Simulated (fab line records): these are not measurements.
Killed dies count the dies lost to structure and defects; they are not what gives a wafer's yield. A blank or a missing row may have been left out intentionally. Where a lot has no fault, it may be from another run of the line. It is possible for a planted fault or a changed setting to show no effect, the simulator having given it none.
fab line records	flow sky130
record: lots: 24	wafers: 72	lastDay: 50
route steps=708 shown LDD_HVN@274 METAL1@434 CAPM@549 METAL3@563 CAP2M@607
lots untouched by any fault: they come from a run of this same line in which no faults occurred
startH: the number of hours between the record's first day and the start of the first shown wafer of the lot	waitH: hours from the lot's prior step to this one	" identical to the entry in the row above	L1.1+2: a row that stands for several wafers	- no value, or no start was given	* or withheld: withheld	< > ~ a bound
route shown NAME@n: a module of which the file shows steps, and the number in the route of the first	usual: average and standard deviation across the fault-free wafers	same: alike in all rows	chamber/n: place in a boat	sites: each site's reading	_std_site: the standard deviation of these	_edge_site: mean of outer sites minus mean of inner sites	radiusMm: how far each site lies from the wafer's centre	mask NAME#n: copy n	behind: the most recent tool/chamber to have shaped the wafer	hold: the reason the lot was held/the length of the hold in hours/how it ended	device: names the non-switching transistor (n, p or np)	end of line: tests of these same wafers at the route's end	a step given without rows: its recipe and nothing more	killed: dies that structure and defects cost at the first sort, which is not the same as the wafer's yield	map: dies across one wafer; x = killed, . = not, _ = none there
set.NAME: the setting that was run; set.NAME@STEP: the one run at that earlier step	model.NAME: the simulator's own value behind a step, which no gauge read
one table for each step of the route and one row for each wafer, over a sample of lots
services: when a tool's chamber went out of use (startH, in hours from the record's first day, below 0 if earlier), for how many hours, and the reason
== steps ==
step: SKY_LDD_HVN_OVL_MEAS_07
usual: LDD_HVN_OVL: 0.4/1.6
lot.wafer	tool	chamber	startH	waitH	LDD_HVN_OVL[nm]
L074.2	overlay-02	-	457.92	0.1	2.9
L074.3	"	-	"	"	0.8
L074.4	"	-	"	"	2.6
L075.1	overlay-02	-	477.98	0.1	-0.1
L075.5	"	-	"	"	1.2
L075.6	"	-	"	"	-1.5
L076.2	overlay-02	-	492.94	0.1	-1.5
L076.3	"	-	"	"	0.9
L076.5	"	-	"	"	0.6
L077.1	overlay-02	-	498.33	0.1	-1.3
L077.4	"	-	"	"	-2.7
L077.5	"	-	"	"	-0.6
L078.1	overlay-02	-	504.53	0.1	-1.2
L078.4	"	-	"	"	-3.2
L078.6	"	-	"	"	-2.1
L079.1	overlay-02	-	512.16	0.1	0.4
L079.3	"	-	"	"	0.5
L079.5	"	-	"	"	2.6
L080.3	overlay-02	-	520.19	0.1	1.1
L080.5	"	-	"	"	2.2
L080.6	"	-	"	"	4.0
L081.1	overlay-02	-	530.08	0.1	4.0
L081.3	"	-	"	"	3.3
L081.4	"	-	"	"	2.5
L082.2	overlay-02	-	544.21	0.1	1.4
L082.5	"	-	"	"	0.1
L082.6	"	-	"	"	1.4
L083.3	overlay-01	-	554.79	0.1	1.1
L083.4	"	-	"	"	-1.7
L083.6	"	-	"	"	-1.6
L085.3	overlay-02	-	562.97	0.1	1.9
L085.5	"	-	"	"	0.0
L085.6	"	-	"	"	-1.1
L084.3	overlay-01	-	563.34	0.1	3.9
L084.5	"	-	"	"	3.3
L084.6	"	-	"	"	3.4
L086.1	overlay-01	-	575.16	0.1	-0.7
L086.2	"	-	"	"	2.0
L086.5	"	-	"	"	-0.1
L087.1	overlay-02	-	582.18	0.1	0.9
L087.2	"	-	"	"	-0.5
L087.4	"	-	"	"	-0.4
L088.2	overlay-02	-	595.74	0.1	-2.9
L088.3	"	-	"	"	-1.5
L088.6	"	-	"	"	-0.4
L089.4	overlay-02	-	611.50	0.1	0.5
L089.5	"	-	"	"	2.2
L089.6	"	-	"	"	1.4
L091.3	overlay-02	-	615.39	0.1	-1.2
L091.4	"	-	"	"	-0.7
L091.6	"	-	"	"	-0.9
L090.1	overlay-02	-	617.88	0.1	-0.2
L090.2	"	-	"	"	-0.2
L090.5	"	-	"	"	-1.0
L092.2	overlay-01	-	624.29	0.1	-0.5
L092.3	"	-	"	"	-1.1
L092.4	"	-	"	"	-1.3
L093.1	overlay-02	-	633.33	0.1	-1.4
L093.2	"	-	"	"	-1.8
L093.6	"	-	"	"	0.2
L095.2	overlay-02	-	635.89	0.1	-2.2
L095.4	"	-	"	"	0.1
L095.5	"	-	"	"	-1.3
L094.1	overlay-02	-	640.73	0.1	1.1
L094.5	"	-	"	"	2.5
L094.6	"	-	"	"	1.7
L096.3	overlay-02	-	645.29	0.1	2.1
L096.4	"	-	"	"	2.4
L096.6	"	-	"	"	1.0
L097.2	overlay-01	-	662.36	0.1	1.2
L097.4	"	-	"	"	-0.1
L097.5	"	-	"	"	-0.6
step: SKY_METAL1_SPUTTER_00
recipe: material: Ti	targetThkNm: 15	powerW: 3000	timeS: 10	chamberPressurePa: 0.4
usual: cathodeDcPowerW: 3000.0/0.52	throttleValvePct: 30.4/1.2
lot.wafer	tool	chamber	startH	waitH	cathodeDcPowerW	throttleValvePct
L074.2	pvdSputter-03	-	731.64	0.1	2999.6	32.4
L074.3	"	-	"	"	3000.2	29.5
L074.4	"	-	"	"	3001.4	30.4
L075.1	pvdSputter-01	-	752.71	0.1	2999.5	30.1
L075.5	"	-	"	"	2999.5	30.0
L075.6	"	-	"	"	2999.9	30.4
L076.2	pvdSputter-03	-	763.70	0.1	2999.6	30.3
L076.3	"	-	"	"	2999.9	32.4
L076.5	"	-	"	"	2999.9	30.6
L077.1	pvdSputter-03	-	769.29	0.1	3000.1	30.5
L077.4	"	-	"	"	2999.1	29.6
L077.5	"	-	"	"	2999.5	29.3
L078.1	pvdSputter-03	-	772.95	0.1	3000.1	30.0
L078.4	"	-	"	"	2999.2	29.6
L078.6	"	-	"	"	3000.5	29.4
L079.1	pvdSputter-03	-	782.07	0.2	2999.9	30.4
L079.3	"	-	"	"	2999.4	30.0
L079.5	"	-	"	"	3000.3	32.1
L080.3	pvdSputter-04	-	787.65	0.1	2999.9	28.0
L080.5	"	-	"	"	2999.8	30.9
L080.6	"	-	"	"	2999.7	28.4
L081.1	pvdSputter-01	-	799.05	0.2	2999.4	30.1
L081.3	"	-	"	"	3000.2	31.5
L081.4	"	-	"	"	2999.7	30.4
L082.2	pvdSputter-03	-	810.25	0.2	2999.5	30.2
L082.5	"	-	"	"	3000.0	30.2
L082.6	"	-	"	"	2999.4	32.4
L083.3	pvdSputter-04	-	816.05	0.1	2999.6	27.7
L083.4	"	-	"	"	3000.3	30.7
L083.6	"	-	"	"	3000.4	28.1
L085.3	pvdSputter-04	-	824.19	0.1	3000.0	31.6
L085.5	"	-	"	"	2999.5	28.3
L085.6	"	-	"	"	3000.9	30.7
L084.3	pvdSputter-03	-	826.25	0.2	3000.1	29.5
L084.5	"	-	"	"	3000.3	30.3
L084.6	"	-	"	"	3000.7	32.3
L086.1	pvdSputter-04	-	836.05	0.1	3000.3	28.2
L086.2	"	-	"	"	3000.5	28.2
L086.5	"	-	"	"	3000.3	31.0
L087.1	pvdSputter-03	-	840.69	0.2	2999.8	32.6
L087.2	"	-	"	"	2999.0	29.6
L087.4	"	-	"	"	2999.5	30.3
L088.2	pvdSputter-03	-	852.97	0.3	2999.5	30.4
L088.3	"	-	"	"	2999.9	30.0
L088.6	"	-	"	"	2999.0	30.0
L089.4	pvdSputter-01	-	866.35	0.1	3000.6	31.5
L089.5	"	-	"	"	3000.3	30.4
L089.6	"	-	"	"	3000.7	30.7
L091.3	pvdSputter-03	-	869.46	0.2	3000.2	30.2
L091.4	"	-	"	"	3000.3	32.1
L091.6	"	-	"	"	3000.6	30.1
L090.1	pvdSputter-03	-	875.00	0.1	3000.6	30.2
L090.2	"	-	"	"	2999.7	30.2
L090.5	"	-	"	"	3000.9	30.3
L092.2	pvdSputter-03	-	876.95	0.1	3001.0	29.5
L092.3	"	-	"	"	2999.6	30.3
L092.4	"	-	"	"	3000.8	32.4
L093.1	pvdSputter-03	-	888.50	0.1	2999.7	29.4
L093.2	"	-	"	"	2999.7	30.2
L093.6	"	-	"	"	2998.9	30.5
L095.2	pvdSputter-04	-	888.85	0.1	3000.0	28.2
L095.4	"	-	"	"	2999.3	31.7
L095.5	"	-	"	"	3000.2	31.2
L094.1	pvdSputter-04	-	890.29	0.2	2999.6	28.1
L094.5	"	-	"	"	2999.9	31.8
L094.6	"	-	"	"	3000.9	28.2
L096.3	pvdSputter-03	-	894.01	0.1	3000.6	30.1
L096.4	"	-	"	"	3000.0	32.3
L096.6	"	-	"	"	2999.7	32.4
L097.2	pvdSputter-01	-	911.39	0.2	3000.5	29.9
L097.4	"	-	"	"	3000.3	30.5
L097.5	"	-	"	"	3000.7	30.6
step: SKY_CAPM_OVL_MEAS_12
usual: CAPM_OVL: 1.8/1.4
lot.wafer	tool	chamber	startH	waitH	CAPM_OVL[nm]
L074.2	overlay-02	-	870.62	0.1	1.7
L074.3	"	-	"	"	2.7
L074.4	"	-	"	"	1.5
L075.1	overlay-02	-	889.73	0.1	2.8
L075.5	"	-	"	"	2.6
L075.6	"	-	"	"	1.7
L076.2	overlay-02	-	900.64	0.1	3.1
L076.3	"	-	"	"	5.0
L076.5	"	-	"	"	3.7
L077.1	overlay-02	-	904.17	0.1	1.4
L077.4	"	-	"	"	1.4
L077.5	"	-	"	"	2.4
L078.1	overlay-01	-	908.93	0.1	1.9
L078.4	"	-	"	"	1.2
L078.6	"	-	"	"	2.6
L079.1	overlay-01	-	917.02	0.1	-0.2
L079.3	"	-	"	"	1.1
L079.5	"	-	"	"	1.0
L080.3	overlay-01	-	921.33	0.1	2.0
L080.5	"	-	"	"	2.8
L080.6	"	-	"	"	1.6
L081.1	overlay-02	-	933.27	0.1	-0.2
L081.3	"	-	"	"	2.6
L081.4	"	-	"	"	0.1
L082.2	overlay-02	-	945.02	1.0	1.8
L082.5	"	-	"	"	0.6
L082.6	"	-	"	"	1.4
L083.3	overlay-02	-	950.69	0.1	1.2
L083.4	"	-	"	"	1.3
L083.6	"	-	"	"	3.9
L085.3	overlay-01	-	956.44	0.1	0.0
L085.5	"	-	"	"	-0.1
L085.6	"	-	"	"	-0.4
L084.3	overlay-01	-	957.64	0.1	3.5
L084.5	"	-	"	"	5.0
L084.6	"	-	"	"	3.3
L086.1	overlay-01	-	966.87	0.1	3.0
L086.2	"	-	"	"	1.2
L086.5	"	-	"	"	3.4
L087.1	overlay-02	-	971.98	0.1	3.0
L087.2	"	-	"	"	1.8
L087.4	"	-	"	"	1.6
L088.2	overlay-02	-	982.42	0.1	0.7
L088.3	"	-	"	"	2.2
L088.6	"	-	"	"	1.8
L089.4	overlay-01	-	995.45	0.1	1.8
L089.5	"	-	"	"	1.7
L089.6	"	-	"	"	2.4
L091.3	overlay-02	-	997.59	0.1	2.4
L091.4	"	-	"	"	-1.0
L091.6	"	-	"	"	0.7
L090.1	overlay-02	-	1003.72	0.1	2.6
L090.2	"	-	"	"	4.9
L090.5	"	-	"	"	4.3
L092.2	overlay-01	-	1004.49	0.1	2.3
L092.3	"	-	"	"	1.2
L092.4	"	-	"	"	1.7
L093.1	overlay-01	-	1015.42	0.1	1.4
L093.2	"	-	"	"	1.2
L093.6	"	-	"	"	0.6
L095.2	overlay-02	-	1017.04	0.1	2.2
L095.4	"	-	"	"	0.8
L095.5	"	-	"	"	-0.1
L094.1	overlay-01	-	1017.62	0.1	1.4
L094.5	"	-	"	"	0.6
L094.6	"	-	"	"	0.5
L096.3	overlay-02	-	1020.13	0.1	0.1
L096.4	"	-	"	"	-0.1
L096.6	"	-	"	"	1.5
L097.2	overlay-01	-	1037.12	0.1	0.7
L097.4	"	-	"	"	0.8
L097.5	"	-	"	"	2.3
step: SKY_METAL3_CD_MEAS_13
recipe: targetCdNm: 300
usual: cdNm: 299.8/1.5
lot.wafer	tool	chamber	startH	waitH	cdNm
L074.2	cdSem-02	-	897.30	-	302.3
L074.3	"	-	"	"	300.4
L074.4	"	-	"	"	302.7
L075.1	cdSem-02	-	915.46	-	299.0
L075.5	"	-	"	"	298.6
L075.6	"	-	"	"	299.2
L076.2	cdSem-02	-	925.94	-	301.2
L076.3	"	-	"	"	301.1
L076.5	"	-	"	"	301.6
L077.1	cdSem-01	-	930.02	-	298.7
L077.4	"	-	"	"	298.6
L077.5	"	-	"	"	298.1
L078.1	cdSem-02	-	934.08	-	299.6
L078.4	"	-	"	"	300.0
L078.6	"	-	"	"	298.7
L079.1	cdSem-02	-	942.53	-	300.0
L079.3	"	-	"	"	300.6
L079.5	"	-	"	"	300.3
L080.3	cdSem-02	-	946.90	-	299.9
L080.5	"	-	"	"	299.1
L080.6	"	-	"	"	299.6
L081.1	cdSem-02	-	957.71	-	300.8
L081.3	"	-	"	"	300.8
L081.4	"	-	"	"	300.0
L082.2	cdSem-01	-	969.48	-	300.0
L082.5	"	-	"	"	301.1
L082.6	"	-	"	"	302.3
L083.3	cdSem-02	-	975.30	-	300.4
L083.4	"	-	"	"	302.0
L083.6	"	-	"	"	299.1
L085.3	cdSem-01	-	981.17	-	300.3
L085.5	"	-	"	"	300.2
L085.6	"	-	"	"	300.9
L084.3	cdSem-01	-	982.32	-	299.6
L084.5	"	-	"	"	301.4
L084.6	"	-	"	"	300.3
L086.1	cdSem-02	-	990.93	-	297.7
L086.2	"	-	"	"	298.2
L086.5	"	-	"	"	299.5
L087.1	cdSem-02	-	996.22	-	298.7
L087.2	"	-	"	"	298.7
L087.4	"	-	"	"	298.3
L088.2	cdSem-02	-	1006.65	-	299.3
L088.3	"	-	"	"	299.6
L088.6	"	-	"	"	298.1
L089.4	cdSem-02	-	1018.98	-	300.7
L089.5	"	-	"	"	301.2
L089.6	"	-	"	"	300.8
L091.3	cdSem-02	-	1021.51	-	299.0
L091.4	"	-	"	"	299.4
L091.6	"	-	"	"	299.6
L090.1	cdSem-01	-	1027.67	-	299.7
L090.2	"	-	"	"	299.3
L090.5	"	-	"	"	299.1
L092.2	cdSem-02	-	1028.25	-	298.6
L092.3	"	-	"	"	299.8
L092.4	"	-	"	"	300.0
L093.1	cdSem-02	-	1038.77	-	300.4
L093.2	"	-	"	"	300.4
L093.6	"	-	"	"	302.4
L095.2	cdSem-01	-	1040.00	-	296.5
L095.4	"	-	"	"	296.9
L095.5	"	-	"	"	297.1
L094.1	cdSem-02	-	1040.63	-	299.6
L094.5	"	-	"	"	298.7
L094.6	"	-	"	"	299.6
L096.3	cdSem-01	-	1043.32	-	302.5
L096.4	"	-	"	"	302.3
L096.6	"	-	"	"	301.3
L097.2	cdSem-02	-	1060.25	-	297.5
L097.4	"	-	"	"	298.4
L097.5	"	-	"	"	297.8
step: SKY_METAL3_ETCH_16
recipe: chemistry: N2/H2	target: BARC	ionEnergyEv: 200	biasW: 100	pressureMtorr: 30	n2FlowSccm: 100	h2FlowSccm: 200	icpW: 500	stopOn: SiO2	timeS: 88.2	targetDepthA: 600
usual: drypumpMotorCurrentA: 5.8/0.44	oesProductAu: 0.626/0.0046	rfFwdPowerW: 497.2/2	throttleValvePct: 13.205/0.0086
lot.wafer	tool	chamber	startH	waitH	drypumpMotorCurrentA	oesProductAu	rfFwdPowerW	rfHoursCounterH	throttleValvePct
L074.2	rieMetal-02	0	897.47	0.0	6.5	0.619	498.0	10	13.223
L074.3	"	1	"	"	5.7	0.624	500.2	-	13.219
L074.4	"	0	"	"	6.5	0.621	498.5	-	13.209
L075.1	rieMetal-04	1	915.65	0.0	5.3	0.628	497.5	10	13.203
L075.5	"	1	"	"	5.4	0.628	498.2	-	13.212
L075.6	"	0	"	"	5.9	0.630	497.8	-	13.205
L076.2	rieMetal-04	1	926.11	0.0	5.3	0.624	495.7	11	13.209
L076.3	"	0	"	"	5.8	0.620	493.7	-	13.207
L076.5	"	1	"	"	5.3	0.621	497.4	-	13.207
L077.1	rieMetal-01	0	930.21	0.0	6.3	0.624	498.1	10	13.205
L077.4	"	0	"	"	6.3	0.625	501.0	-	13.206
L077.5	"	1	"	"	5.4	0.625	495.3	-	13.196
L078.1	rieMetal-01	1	934.27	0.0	5.4	0.630	495.8	12	13.203
L078.4	"	1	"	"	5.4	0.619	493.9	-	13.199
L078.6	"	1	"	"	5.4	0.634	497.9	-	13.190
L079.1	rieMetal-02	1	942.72	0.0	5.6	0.627	497.5	14	13.213
L079.3	"	0	"	"	6.5	0.624	499.8	-	13.223
L079.5	"	1	"	"	5.6	0.625	498.9	-	13.213
L080.3	rieMetal-02	0	947.08	0.0	6.5	0.629	497.3	-	13.209
L080.5	"	0	"	"	6.4	0.630	498.8	-	13.200
L080.6	"	1	"	"	5.6	0.618	500.0	-	13.195
L081.1	rieMetal-04	0	957.90	0.0	5.8	0.618	497.5	7	13.212
L081.3	"	0	"	"	5.8	0.620	496.8	-	13.200
L081.4	"	1	"	"	5.3	0.628	498.3	-	13.197
L082.2	rieMetal-01	0	969.65	0.0	6.3	0.631	497.5	13	13.199
L082.5	"	1	"	"	5.4	0.617	494.2	-	13.212
L082.6	"	0	"	"	6.3	0.625	496.9	-	13.202
L083.3	rieMetal-04	1	975.48	0.0	5.4	0.627	497.4	-	13.199
L083.4	"	0	"	"	5.8	0.625	497.9	-	13.194
L083.6	"	0	"	"	5.8	0.631	499.7	-	13.204
L085.3	rieMetal-04	1	981.35	0.0	5.4	0.621	497.3	-	13.205
L085.5	"	0	"	"	5.8	0.626	497.4	-	13.207
L085.6	"	1	"	"	5.4	0.630	494.7	-	13.199
L084.3	rieMetal-04	1	982.50	0.0	5.4	0.624	496.3	-	13.206
L084.5	"	0	"	"	5.8	0.618	498.8	-	13.205
L084.6	"	1	"	"	5.4	0.622	496.8	-	13.201
L086.1	rieMetal-02	1	991.12	0.0	5.7	0.632	497.5	17	13.194
L086.2	"	0	"	"	6.5	0.622	501.6	15	13.189
L086.5	"	1	"	"	5.6	0.624	499.1	-	13.195
L087.1	rieMetal-01	1	996.41	0.0	5.4	0.630	493.6	16	13.215
L087.2	"	0	"	"	6.3	0.625	497.0	14	13.212
L087.4	"	1	"	"	5.4	0.624	494.0	-	13.216
L088.2	rieMetal-02	1	1006.82	0.0	5.7	0.626	495.9	18	13.206
L088.3	"	1	"	"	5.6	0.623	495.7	-	13.199
L088.6	"	0	"	"	6.5	0.621	498.7	-	13.204
L089.4	rieMetal-04	1	1019.14	0.0	5.4	0.628	494.9	-	13.202
L089.5	"	0	"	"	5.8	0.625	495.8	-	13.198
L089.6	"	1	"	"	5.4	0.628	499.1	-	13.178
L091.3	rieMetal-04	0	1021.69	0.0	5.8	0.631	495.4	-	13.195
L091.4	"	1	"	"	5.3	0.627	494.6	-	13.187
L091.6	"	1	"	"	5.3	0.621	497.0	-	13.213
L090.1	rieMetal-04	1	1027.86	0.0	5.3	0.627	499.2	16	13.205
L090.2	"	0	"	"	5.8	0.628	497.1	11	13.218
L090.5	"	1	"	"	5.4	0.621	499.9	-	13.204
L092.2	rieMetal-02	0	1028.42	0.0	6.5	0.630	496.5	17	13.207
L092.3	"	0	"	"	6.5	0.620	498.7	-	13.207
L092.4	"	1	"	"	5.6	0.617	497.7	-	13.201
L093.1	rieMetal-01	0	1038.96	0.0	6.3	0.629	499.1	16	13.207
L093.2	"	1	"	"	5.4	0.616	495.8	18	13.214
L093.6	"	1	"	"	5.4	0.621	495.7	-	13.200
L095.2	rieMetal-01	1	1040.17	0.0	5.3	0.628	493.8	18	13.221
L095.4	"	0	"	"	6.3	0.626	494.3	-	13.211
L095.5	"	1	"	"	5.4	0.623	493.6	-	13.218
L094.1	rieMetal-02	0	1040.87	0.1	6.4	0.623	499.3	18	13.201
L094.5	"	0	"	"	6.5	0.634	499.8	-	13.200
L094.6	"	0	"	"	6.5	0.626	501.0	-	13.198
L096.3	rieMetal-02	0	1043.57	0.1	6.5	0.627	499.1	-	13.217
L096.4	"	0	"	"	6.5	0.626	499.8	-	13.209
L096.6	"	0	"	"	6.5	0.623	501.4	-	13.209
L097.2	rieMetal-04	1	1060.42	0.0	5.3	0.620	497.3	18	13.209
L097.4	"	0	"	"	5.8	0.624	495.5	-	13.212
L097.5	"	0	"	"	5.8	0.626	492.7	-	13.200
step: SKY_CAP2M_THK_MEAS_04
recipe: thkMeasGauge: xrf	reads: TiN_of_CAP2M_SPUTTER_02
usual: CAP2M_TIN_THK: 197.0/2.7
lot.wafer	tool	chamber	startH	waitH	CAP2M_TIN_THK[nm]
L074.2	filmMetro-02	-	925.68	0.1	195.2
L074.3	"	-	"	"	198.3
L074.4	"	-	"	"	196.3
L075.1	filmMetro-04	-	943.86	0.1	196.4
L075.5	"	-	"	"	194.8
L075.6	"	-	"	"	196.0
L076.2	filmMetro-04	-	953.76	0.1	193.5
L076.3	"	-	"	"	191.4
L076.5	"	-	"	"	194.7
L077.1	filmMetro-02	-	957.82	0.1	194.0
L077.4	"	-	"	"	196.4
L077.5	"	-	"	"	193.9
L078.1	filmMetro-02	-	962.25	0.1	194.1
L078.4	"	-	"	"	197.1
L078.6	"	-	"	"	196.4
L079.1	filmMetro-04	-	970.07	0.1	199.5
L079.3	"	-	"	"	197.6
L079.5	"	-	"	"	199.1
L080.3	filmMetro-04	-	974.00	0.1	194.1
L080.5	"	-	"	"	193.9
L080.6	"	-	"	"	196.8
L081.1	filmMetro-02	-	985.49	0.1	193.3
L081.3	"	-	"	"	195.6
L081.4	"	-	"	"	195.3
L082.2	filmMetro-04	-	996.97	0.1	202.1
L082.5	"	-	"	"	196.0
L082.6	"	-	"	"	202.7
L083.3	filmMetro-02	-	1002.52	0.1	198.6
L083.4	"	-	"	"	203.1
L083.6	"	-	"	"	198.4
L085.3	filmMetro-02	-	1008.58	0.1	197.9
L085.5	"	-	"	"	200.5
L085.6	"	-	"	"	198.1
L084.3	filmMetro-02	-	1009.44	0.1	198.7
L084.5	"	-	"	"	199.1
L084.6	"	-	"	"	200.2
L086.1	filmMetro-02	-	1019.03	0.1	200.3
L086.2	"	-	"	"	196.5
L086.5	"	-	"	"	194.3
L087.1	filmMetro-01	-	1023.06	0.1	197.1
L087.2	"	-	"	"	198.4
L087.4	"	-	"	"	200.9
L088.2	filmMetro-02	-	1033.30	0.1	194.0
L088.3	"	-	"	"	198.1
L088.6	"	-	"	"	193.0
L089.4	filmMetro-04	-	1046.84	2.3	192.0
L089.5	"	-	"	"	194.6
L089.6	"	-	"	"	198.4
L091.3	filmMetro-01	-	1048.21	0.1	201.4
L091.4	"	-	"	"	201.8
L091.6	"	-	"	"	200.3
L090.1	filmMetro-04	-	1053.21	0.1	202.4
L090.2	"	-	"	"	199.7
L090.5	"	-	"	"	196.7
L092.2	filmMetro-04	-	1054.05	0.1	197.7
L092.3	"	-	"	"	197.7
L092.4	"	-	"	"	195.4
L093.1	filmMetro-02	-	1064.09	0.1	196.2
L093.2	"	-	"	"	201.1
L093.6	"	-	"	"	197.1
L095.2	filmMetro-02	-	1065.32	0.1	196.2
L095.4	"	-	"	"	195.4
L095.5	"	-	"	"	193.9
L094.1	filmMetro-01	-	1066.38	0.1	199.2
L094.5	"	-	"	"	201.2
L094.6	"	-	"	"	198.5
L096.3	filmMetro-04	-	1068.24	0.1	199.3
L096.4	"	-	"	"	193.3
L096.6	"	-	"	"	195.1
L097.2	filmMetro-02	-	1085.11	0.1	199.1
L097.4	"	-	"	"	194.9
L097.5	"	-	"	"	194.5
== services ==
tool	chamber	startH	hours	kind
pvdSputter-03	-	733.10	0.9	repair
rieMetal-02	1	758.14	44.0	repair
rieMetal-04	0	762.17	-	clean
rieMetal-04	0	762.17	18.7	scheduledDown
rieMetal-04	0	762.17	18.7	ventCycle
pvdSputter-03	2	824.69	-	consumableReplace:kit
pvdSputter-03	2	824.69	18.0	scheduledDown
pvdSputter-03	2	824.69	18.0	ventCycle
pvdSputter-04	0	832.38	-	consumableReplace:kit
pvdSputter-04	0	832.38	18.0	scheduledDown
pvdSputter-04	0	832.38	18.0	ventCycle
rieMetal-02	1	838.82	17.5	repair
pvdSputter-03	-	878.37	5.4	repair
pvdSputter-01	-	879.90	1.4	repair
pvdSputter-03	-	949.14	14.9	repair
pvdSputter-01	-	984.22	1.3	repair
pvdSputter-04	3	1004.80	-	consumableReplace:kit
rieMetal-02	1	1033.43	-	clean
rieMetal-02	1	1033.43	29.7	scheduledDown
rieMetal-02	1	1033.43	29.7	ventCycle
pvdSputter-03	1	1041.70	-	consumableReplace:kit
pvdSputter-03	1	1041.70	18.0	scheduledDown
pvdSputter-03	1	1041.70	18.0	ventCycle
pvdSputter-04	-	1058.18	0.7	repair
== key ==
fault none
